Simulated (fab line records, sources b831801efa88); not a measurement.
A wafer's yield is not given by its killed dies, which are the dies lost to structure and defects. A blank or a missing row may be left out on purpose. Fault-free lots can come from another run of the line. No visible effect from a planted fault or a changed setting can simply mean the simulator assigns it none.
Which tool was responsible? || flow gf180mcu || 13 lots with 39 wafers sampled at 4 steps, on a route of 602 steps

== WHAT THE GAUGES SHOWED, per wafer ==
GF_VT_IMPLANT_TW_MEAS_21.
{"lot": "L184", "measured": "day 6 06:27", "on": "filmMetro-04", "VT_IMPLANT_2_TW": "1208 1208 1210"}
{"lot": "L185", "measured": "day 6 09:31", "on": "filmMetro-04", "VT_IMPLANT_2_TW": "1207 1211 1213"}
{"lot": "L187", "measured": "day 7 01:15", "on": "filmMetro-04", "VT_IMPLANT_2_TW": "1205 1207 1202"}
{"lot": "L188", "measured": "day 7 05:01", "on": "filmMetro-04", "VT_IMPLANT_2_TW": "1209 1207 1208"}
{"lot": "L191", "measured": "day 8 00:01", "on": "filmMetro-04", "VT_IMPLANT_2_TW": "1203 1207 1205"}
{"lot": "L196", "measured": "day 9 10:09", "on": "filmMetro-02", "VT_IMPLANT_2_TW": "1211 1213 1211"}
{"lot": "L197", "measured": "day 9 13:54", "on": "filmMetro-02", "VT_IMPLANT_2_TW": "1209 1206 1210"}
{"lot": "L198", "measured": "day 9 22:44", "on": "filmMetro-02", "VT_IMPLANT_2_TW": "1205 1209 1212"}
{"lot": "L199", "measured": "day 10 08:20", "on": "filmMetro-03", "VT_IMPLANT_2_TW": "1214 1217 1216"}
{"lot": "L201", "measured": "day 10 19:45", "on": "filmMetro-04", "VT_IMPLANT_2_TW": "1209 1204 1207"}
{"lot": "L202", "measured": "day 10 23:32", "on": "filmMetro-03", "VT_IMPLANT_2_TW": "1217 1218 1216"}
{"lot": "L204", "measured": "day 11 10:30", "on": "filmMetro-03", "VT_IMPLANT_2_TW": "1222 1217 1227"}
{"lot": "L205", "measured": "day 11 19:24", "on": "filmMetro-04", "VT_IMPLANT_2_TW": "1197 1199 1195"}

GF_VT_IMPLANT_OVL_MEAS_40.
{"lot": "L184", "measured": "day 7 14:01", "on": "overlay-01", "VT_IMPLANT_03_OVL (nm)": "-0.8 -0.3 -0.2"}
{"lot": "L185", "measured": "day 7 17:19", "on": "overlay-01", "VT_IMPLANT_03_OVL (nm)": "-1.0 -1.1 -1.0"}
{"lot": "L187", "measured": "day 8 09:41", "on": "overlay-02", "VT_IMPLANT_03_OVL (nm)": "-1.4 -0.4 -1.1"}
{"lot": "L188", "measured": "day 8 12:55", "on": "overlay-01", "VT_IMPLANT_03_OVL (nm)": "-1.1 -0.6 -1.7"}
{"lot": "L191", "measured": "day 9 09:10", "on": "overlay-01", "VT_IMPLANT_03_OVL (nm)": "-0.6 -1.7 -2.0"}
{"lot": "L196", "measured": "day 10 21:07", "on": "overlay-02", "VT_IMPLANT_03_OVL (nm)": "2.5 3.7 0.6"}
{"lot": "L197", "measured": "day 11 01:19", "on": "overlay-02", "VT_IMPLANT_03_OVL (nm)": "-1.4 0.6 0.0"}
{"lot": "L198", "measured": "day 11 09:19", "on": "overlay-02", "VT_IMPLANT_03_OVL (nm)": "-1.0 -1.4 -0.1"}
{"lot": "L199", "measured": "day 11 20:02", "on": "overlay-02", "VT_IMPLANT_03_OVL (nm)": "0.0 -0.1 -1.1"}
{"lot": "L201", "measured": "day 12 10:07", "on": "overlay-01", "VT_IMPLANT_03_OVL (nm)": "-3.9 -3.9 -2.0"}
{"lot": "L202", "measured": "day 12 13:13", "on": "overlay-02", "VT_IMPLANT_03_OVL (nm)": "0.7 0.7 0.4"}
{"lot": "L204", "measured": "day 13 00:49", "on": "overlay-01", "VT_IMPLANT_03_OVL (nm)": "-0.3 1.5 1.6"}
{"lot": "L205", "measured": "day 13 09:25", "on": "overlay-02", "VT_IMPLANT_03_OVL (nm)": "-0.6 -1.4 -1.8"}

GF_DUAL_GATE_OVL_MEAS_11.
{"lot": "L184", "measured": "day 8 09:23", "on": "overlay-01", "DUAL_GATE_OVL (nm)": "-1.0 0.3 -1.1"}
{"lot": "L185", "measured": "day 8 12:32", "on": "overlay-02", "DUAL_GATE_OVL (nm)": "-2.0 -2.1 -2.5"}
{"lot": "L187", "measured": "day 9 05:58", "on": "overlay-01", "DUAL_GATE_OVL (nm)": "-1.1 -1.5 -0.5"}
{"lot": "L188", "measured": "day 9 09:50", "on": "overlay-02", "DUAL_GATE_OVL (nm)": "1.6 0.1 0.2"}
{"lot": "L191", "measured": "day 10 05:56", "on": "overlay-02", "DUAL_GATE_OVL (nm)": "-0.5 0.1 -0.4"}
{"lot": "L196", "measured": "day 11 17:49", "on": "overlay-02", "DUAL_GATE_OVL (nm)": "1.5 0.3 1.5"}
{"lot": "L197", "measured": "day 11 22:47", "on": "overlay-01", "DUAL_GATE_OVL (nm)": "5.6 3.2 3.3"}
{"lot": "L198", "measured": "day 12 06:26", "on": "overlay-01", "DUAL_GATE_OVL (nm)": "-3.4 -3.0 -1.8"}
{"lot": "L199", "measured": "day 12 17:40", "on": "overlay-01", "DUAL_GATE_OVL (nm)": "6.0 4.8 4.5"}
{"lot": "L201", "measured": "day 13 07:40", "on": "overlay-01", "DUAL_GATE_OVL (nm)": "-1.3 -0.5 -3.0"}
{"lot": "L202", "measured": "day 13 14:35", "on": "overlay-02", "DUAL_GATE_OVL (nm)": "-2.9 -1.8 -2.9"}
{"lot": "L204", "measured": "day 13 23:37", "on": "overlay-02", "DUAL_GATE_OVL (nm)": "2.1 0.1 0.1"}
{"lot": "L205", "measured": "day 14 08:56", "on": "overlay-01", "DUAL_GATE_OVL (nm)": "1.6 1.3 -0.6"}

== WHAT TOOL EACH LOT RAN ON (gives the tool, then ch and the chambers of the sampled wafers, and finally the start) ==
{"lot": "L184", "GF_DUAL_GATE_EXPOSE_08": "ilineStepper-01 ch 0, day 8 01:04"}
{"lot": "L185", "GF_DUAL_GATE_EXPOSE_08": "ilineStepper-01 ch 0, day 8 04:10"}
{"lot": "L187", "GF_DUAL_GATE_EXPOSE_08": "ilineStepper-01 ch 0, day 8 21:49"}
{"lot": "L188", "GF_DUAL_GATE_EXPOSE_08": "ilineStepper-01 ch 0, day 9 01:34"}
{"lot": "L191", "GF_DUAL_GATE_EXPOSE_08": "ilineStepper-02 ch 0, day 9 21:44"}
{"lot": "L196", "GF_DUAL_GATE_EXPOSE_08": "ilineStepper-01 ch 0, day 11 08:50"}
{"lot": "L197", "GF_DUAL_GATE_EXPOSE_08": "ilineStepper-02 ch 0, day 11 13:51"}
{"lot": "L198", "GF_DUAL_GATE_EXPOSE_08": "ilineStepper-01 ch 0, day 11 21:23"}
{"lot": "L199", "GF_DUAL_GATE_EXPOSE_08": "ilineStepper-02 ch 0, day 12 08:15"}
{"lot": "L201", "GF_DUAL_GATE_EXPOSE_08": "ilineStepper-01 ch 0, day 12 22:10"}
{"lot": "L202", "GF_DUAL_GATE_EXPOSE_08": "ilineStepper-01 ch 0, day 13 04:35"}
{"lot": "L204", "GF_DUAL_GATE_EXPOSE_08": "ilineStepper-01 ch 0, day 13 13:43"}
{"lot": "L205", "GF_DUAL_GATE_EXPOSE_08": "ilineStepper-01 ch 0, day 13 22:22"}
- GF_DUAL_GATE_EXPOSE_08: exposes mask Dualgate, target cd 700 nm.

== AS READ BY THE TOOLS THEMSELVES (means over the sampled wafers that have a number; for cases with no such wafer, the mark the record gives instead) ==
GF_DUAL_GATE_EXPOSE_08.
{"lot": "L184", "tool": "ilineStepper-01", "stageVelMmS (mm/s)": 500.05}
{"lot": "L185", "tool": "ilineStepper-01", "stageVelMmS (mm/s)": 500.01}
{"lot": "L187", "tool": "ilineStepper-01", "stageVelMmS (mm/s)": 499.82}
{"lot": "L188", "tool": "ilineStepper-01", "stageVelMmS (mm/s)": 500.08}
{"lot": "L191", "tool": "ilineStepper-02", "stageVelMmS (mm/s)": 499.78}
{"lot": "L196", "tool": "ilineStepper-01", "stageVelMmS (mm/s)": 500.10}
{"lot": "L197", "tool": "ilineStepper-02", "stageVelMmS (mm/s)": 499.89}
{"lot": "L198", "tool": "ilineStepper-01", "stageVelMmS (mm/s)": 500.17}
{"lot": "L199", "tool": "ilineStepper-02", "stageVelMmS (mm/s)": 499.97}
{"lot": "L201", "tool": "ilineStepper-01", "stageVelMmS (mm/s)": 499.77}
{"lot": "L202", "tool": "ilineStepper-01", "stageVelMmS (mm/s)": 499.96}
{"lot": "L204", "tool": "ilineStepper-01", "stageVelMmS (mm/s)": 499.95}
{"lot": "L205", "tool": "ilineStepper-01", "stageVelMmS (mm/s)": 499.86}

== THE ANSWER, worked out from the rows above alone ==
Rule: usual is defined by the lots themselves. Put in order of their means at a reading, lots are off if they are a third of the lots or fewer, leave a main group of 4 or more, and stand apart from it by a gap of 3 or more times the standard deviation of the main group's means; of several such gaps the widest counts. A main group whose means are all the same, to the digits that the tables above print for the reading, isn't used. A lot without any number at a reading at which 4 lots or more have one is off too. All remaining lots with rows at the step are treated as sound. Order of review: gauges by route order, followed by the tools' own readings, for which a lot's mean as printed above is used. The first step at which some lot is off is used, and at that step the reading that is off furthest; a lot without a number counts as furthest.
No lot is off at any reading shown: from this, nothing can be told.

== WHAT THE SIMULATOR HAD INSERTED ==
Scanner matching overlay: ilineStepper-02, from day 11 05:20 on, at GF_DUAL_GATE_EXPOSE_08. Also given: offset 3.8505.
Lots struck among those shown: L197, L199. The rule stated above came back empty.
